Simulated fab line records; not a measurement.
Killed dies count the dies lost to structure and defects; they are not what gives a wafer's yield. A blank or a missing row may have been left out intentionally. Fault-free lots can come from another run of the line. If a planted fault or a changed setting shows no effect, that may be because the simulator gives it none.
fab line records | flow gf180mcu
record lots=14 | wafers=42 | last-day=34
route steps=602 shown SAB@272 V2@406 V3@434
lots that met no fault: from a run of the same line without faults
start-h: hours from the record's first day to the start of the lot's first wafer shown | wait-h: time in hours since the lot's previous step | " the same as in the row above | L1.1+2: a single row standing in for several wafers | - value missing, or start not given | * or withheld: withheld | < > ~ a bound
route shown NAME@n: names a module that has steps shown in the file, with the first one's number in the route | usual: average and standard deviation across the fault-free wafers | same: alike in all rows | chamber/n: place in a boat | sites: each site's reading | _std_site: their standard deviation | _edge_site: outer sites' mean less inner sites' | radius-mm: how far each site lies from the wafer's centre | mask NAME#n: copy n | behind: the last tool/chamber to shape the wafer | hold: the reason the lot was held/the length of the hold in hours/how it ended | device: which transistor (n, p or np) failed to switch | end of line: the route-end tests of the same wafers | a step with no rows: only its recipe | killed: the dies lost at the first sort to structure and to defects; this is not the yield of the wafer | map: a wafer's dies, x killed, . not, _ none there
set.NAME: the setting as run; set.NAME@STEP: as run at that earlier step | model.NAME: the simulator's own value behind a step, which no gauge read
a sample of lots followed through the steps of the route, with each step as a table and each wafer as a row
## steps
# step GF_SAB_DEVELOP_08
# recipe develop-time-s=60 | dev-temp-c=23
# usual developer-temp-C=23.00/0.13
lot.wafer | tool           | chamber | start-h | wait-h | developer-temp-C
L297.2    | litho-track-02 | 0       | 345.89  | 0.1    | 22.75
L297.4    | "              | 0       | "       | "      | 22.93
L297.5    | "              | 0       | "       | "      | 22.97
L299.1    | litho-track-04 | 0       | 353.41  | 0.1    | 23.02
L299.3    | "              | 0       | "       | "      | 23.00
L299.4    | "              | 0       | "       | "      | 23.14
L300.2    | litho-track-04 | 0       | 362.44  | 0.1    | 23.03
L300.5    | "              | 0       | "       | "      | 23.01
L300.6    | "              | 0       | "       | "      | 22.91
L301.2    | litho-track-04 | 0       | 375.64  | 0.1    | 22.27
L301.3    | "              | 0       | "       | "      | 22.31
L301.5    | "              | 0       | "       | "      | 22.32
L302.1    | litho-track-04 | 0       | 384.31  | 0.1    | 22.35
L302.3    | "              | 0       | "       | "      | 22.13
L302.5    | "              | 0       | "       | "      | 22.20
L304.3    | litho-track-03 | 0       | 396.26  | 0.1    | 23.16
L304.4    | "              | 0       | "       | "      | 22.97
L304.6    | "              | 0       | "       | "      | 22.91
L311.1    | litho-track-04 | 0       | 468.06  | 0.1    | 22.91
L311.5    | "              | 0       | "       | "      | 22.90
L311.6    | "              | 0       | "       | "      | 23.02
L312.1    | litho-track-04 | 0       | 476.86  | 0.1    | 23.17
L312.3    | "              | 0       | "       | "      | 22.97
L312.6    | "              | 0       | "       | "      | 23.03
L313.1    | litho-track-04 | 0       | 480.96  | 0.1    | 23.10
L313.2    | "              | 0       | "       | "      | 23.18
L313.5    | "              | 0       | "       | "      | 23.08
L315.1    | litho-track-03 | 0       | 498.06  | 0.1    | 22.90
L315.2    | "              | 0       | "       | "      | 23.08
L315.4    | "              | 0       | "       | "      | 23.01
L316.1    | litho-track-04 | 0       | 507.51  | 0.1    | 23.23
L316.2    | "              | 0       | "       | "      | 22.95
L316.3    | "              | 0       | "       | "      | 23.18
L317.1    | litho-track-02 | 0       | 513.16  | 0.1    | 22.96
L317.5    | "              | 0       | "       | "      | 23.08
L317.6    | "              | 0       | "       | "      | 23.19
L319.1    | litho-track-03 | 0       | 533.21  | 0.1    | 22.99
L319.2    | "              | 0       | "       | "      | 23.09
L319.3    | "              | 0       | "       | "      | 22.91
L320.2    | litho-track-04 | 0       | 534.99  | 0.1    | 22.86
L320.3    | "              | 0       | "       | "      | 23.08
L320.5    | "              | 0       | "       | "      | 23.06
# step GF_V2_RS_MEAS_24
# recipe thk-meas-gauge=four-point-probe | reads=W_of_V2_CVD_23+TiN_of_V2_SPUTTER_22+Ti_of_V2_SPUTTER_21
# usual V2_W_RS=0.328/0.0056
lot.wafer | tool          | chamber | start-h | wait-h | V2_W_RS[ohm/sq]
L297.2    | film-metro-04 | -       | 472.42  | 0.2    | 0.316
L297.4    | "             | -       | "       | "      | 0.320
L297.5    | "             | -       | "       | "      | 0.319
L299.1    | film-metro-02 | -       | 480.12  | 0.1    | 0.331
L299.3    | "             | -       | "       | "      | 0.335
L299.4    | "             | -       | "       | "      | 0.330
L300.2    | film-metro-02 | -       | 489.05  | 0.1    | 0.326
L300.5    | "             | -       | "       | "      | 0.325
L300.6    | "             | -       | "       | "      | 0.329
L301.2    | film-metro-01 | -       | 504.71  | 0.1    | 0.323
L301.3    | "             | -       | "       | "      | 0.324
L301.5    | "             | -       | "       | "      | 0.317
L302.1    | film-metro-01 | -       | 512.73  | 0.1    | 0.328
L302.3    | "             | -       | "       | "      | 0.329
L302.5    | "             | -       | "       | "      | 0.327
L304.3    | film-metro-04 | -       | 523.34  | 0.1    | 0.324
L304.4    | "             | -       | "       | "      | 0.330
L304.6    | "             | -       | "       | "      | 0.323
L311.1    | film-metro-01 | -       | 590.95  | 0.1    | 0.321
L311.5    | "             | -       | "       | "      | 0.323
L311.6    | "             | -       | "       | "      | 0.331
L312.1    | film-metro-01 | -       | 600.02  | 0.1    | 0.332
L312.3    | "             | -       | "       | "      | 0.334
L312.6    | "             | -       | "       | "      | 0.329
L313.1    | film-metro-04 | -       | 601.89  | 0.1    | 0.321
L313.2    | "             | -       | "       | "      | 0.329
L313.5    | "             | -       | "       | "      | 0.330
L315.1    | film-metro-04 | -       | 616.99  | 0.1    | 0.339
L315.2    | "             | -       | "       | "      | 0.338
L315.4    | "             | -       | "       | "      | 0.333
L316.1    | film-metro-04 | -       | 625.42  | 0.1    | 0.324
L316.2    | "             | -       | "       | "      | 0.330
L316.3    | "             | -       | "       | "      | 0.332
L317.1    | film-metro-04 | -       | 631.75  | 0.1    | 0.329
L317.5    | "             | -       | "       | "      | 0.328
L317.6    | "             | -       | "       | "      | 0.324
L319.1    | film-metro-02 | -       | 647.90  | 0.1    | 0.333
L319.2    | "             | -       | "       | "      | 0.330
L319.3    | "             | -       | "       | "      | 0.328
L320.2    | film-metro-02 | -       | 649.61  | 0.1    | 0.326
L320.3    | "             | -       | "       | "      | 0.321
L320.5    | "             | -       | "       | "      | 0.322
# step GF_V3_BOW_MEAS_05
# recipe mode=bow
# usual V3_BOW=119/8
lot.wafer | tool          | chamber | start-h | wait-h | V3_BOW[um]
L297.2    | film-metro-01 | -       | 499.34  | 0.2    | 118
L297.4    | "             | -       | "       | "      | 115
L297.5    | "             | -       | "       | "      | 115
L299.1    | film-metro-04 | -       | 506.30  | 0.2    | 112
L299.3    | "             | -       | "       | "      | 109
L299.4    | "             | -       | "       | "      | 109
L300.2    | film-metro-01 | -       | 514.18  | 0.3    | 116
L300.5    | "             | -       | "       | "      | 111
L300.6    | "             | -       | "       | "      | 108
L301.2    | film-metro-01 | -       | 530.13  | 0.2    | 121
L301.3    | "             | -       | "       | "      | 126
L301.5    | "             | -       | "       | "      | 127
L302.1    | film-metro-03 | -       | 537.52  | 0.1    | 118
L302.3    | "             | -       | "       | "      | 113
L302.5    | "             | -       | "       | "      | 116
L304.3    | film-metro-03 | -       | 547.63  | 0.1    | 130
L304.4    | "             | -       | "       | "      | 137
L304.6    | "             | -       | "       | "      | 124
L311.1    | film-metro-03 | -       | 613.97  | 0.1    | 117
L311.5    | "             | -       | "       | "      | 110
L311.6    | "             | -       | "       | "      | 124
L312.1    | film-metro-04 | -       | 622.16  | 0.1    | 119
L312.3    | "             | -       | "       | "      | 107
L312.6    | "             | -       | "       | "      | 112
L313.1    | film-metro-01 | -       | 624.39  | 0.2    | 122
L313.2    | "             | -       | "       | "      | 126
L313.5    | "             | -       | "       | "      | 114
L315.1    | film-metro-04 | -       | 639.26  | 0.2    | 108
L315.2    | "             | -       | "       | "      | 110
L315.4    | "             | -       | "       | "      | 125
L316.1    | film-metro-01 | -       | 647.35  | 0.1    | 108
L316.2    | "             | -       | "       | "      | 116
L316.3    | "             | -       | "       | "      | 111
L317.1    | film-metro-01 | -       | 653.77  | 0.2    | 123
L317.5    | "             | -       | "       | "      | 126
L317.6    | "             | -       | "       | "      | 120
L319.1    | film-metro-01 | -       | 669.32  | 0.1    | 122
L319.2    | "             | -       | "       | "      | 130
L319.3    | "             | -       | "       | "      | 119
L320.2    | film-metro-03 | -       | 671.05  | 0.2    | 111
L320.3    | "             | -       | "       | "      | 123
L320.5    | "             | -       | "       | "      | 118
# step GF_V3_THK_MEAS_25
# recipe thk-meas-gauge=xrf | reads=W_of_V3_CVD_23
# usual V3_W_THK=351/7
lot.wafer | tool          | chamber | start-h | wait-h | V3_W_THK[nm]
L297.2    | film-metro-01 | -       | 523.22  | 0.1    | 356
L297.4    | "             | -       | "       | "      | 369
L297.5    | "             | -       | "       | "      | 353
L299.1    | film-metro-04 | -       | 530.93  | 0.1    | 352
L299.3    | "             | -       | "       | "      | 345
L299.4    | "             | -       | "       | "      | 352
L300.2    | film-metro-01 | -       | 538.58  | 0.1    | 351
L300.5    | "             | -       | "       | "      | 351
L300.6    | "             | -       | "       | "      | 345
L301.2    | film-metro-03 | -       | 553.46  | 0.1    | 355
L301.3    | "             | -       | "       | "      | 350
L301.5    | "             | -       | "       | "      | 352
L302.1    | film-metro-04 | -       | 561.40  | 0.1    | 345
L302.3    | "             | -       | "       | "      | 347
L302.5    | "             | -       | "       | "      | 344
L304.3    | film-metro-01 | -       | 570.72  | 0.1    | 360
L304.4    | "             | -       | "       | "      | 353
L304.6    | "             | -       | "       | "      | 350
L311.1    | film-metro-03 | -       | 635.95  | 0.1    | 347
L311.5    | "             | -       | "       | "      | 351
L311.6    | "             | -       | "       | "      | 349
L312.1    | film-metro-04 | -       | 643.91  | 0.1    | 342
L312.3    | "             | -       | "       | "      | 335
L312.6    | "             | -       | "       | "      | 345
L313.1    | film-metro-03 | -       | 645.91  | 0.1    | 362
L313.2    | "             | -       | "       | "      | 355
L313.5    | "             | -       | "       | "      | 355
L315.1    | film-metro-01 | -       | 660.16  | 0.1    | 346
L315.2    | "             | -       | "       | "      | 350
L315.4    | "             | -       | "       | "      | 350
L316.1    | film-metro-04 | -       | 668.57  | 0.1    | 346
L316.2    | "             | -       | "       | "      | 342
L316.3    | "             | -       | "       | "      | 345
L317.1    | film-metro-03 | -       | 674.66  | 0.1    | 354
L317.5    | "             | -       | "       | "      | 350
L317.6    | "             | -       | "       | "      | 357
L319.1    | film-metro-03 | -       | 690.16  | 0.1    | 348
L319.2    | "             | -       | "       | "      | 349
L319.3    | "             | -       | "       | "      | 351
L320.2    | film-metro-04 | -       | 691.21  | 0.1    | 333
L320.3    | "             | -       | "       | "      | 333
L320.5    | "             | -       | "       | "      | 335
## key
first-sign step=GF_SAB_DEVELOP_08 | reading=developer-temp-C | direction=down | sigmas=5.8 | usual=* | struck=*
effect none on later readings
met-at GF_SAB_DEVELOP_08
struck-lots L301,L302
tester-left-out L301,L302
not-acting-at GF_V2_RS_MEAS_24,GF_V3_BOW_MEAS_05,GF_V3_THK_MEAS_25
onset-between 362.44 375.64
fault kind=process-parameter-drift | tool=litho-track-04 | chamber=- | onset-h=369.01 | steps=GF_SAB_DEVELOP_08 | channel=dev-temp-c | offset=* | shape=step | end-h=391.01 | acts-in=* | stated=*
# tester-left-out: of these lots the tester's yield and bins aren't shown, on N5 and GAA mostly nor the transistor test; their killed dies are dies lost to structure and defects alone, not to doping, threshold or leakage, so they don't give the yield
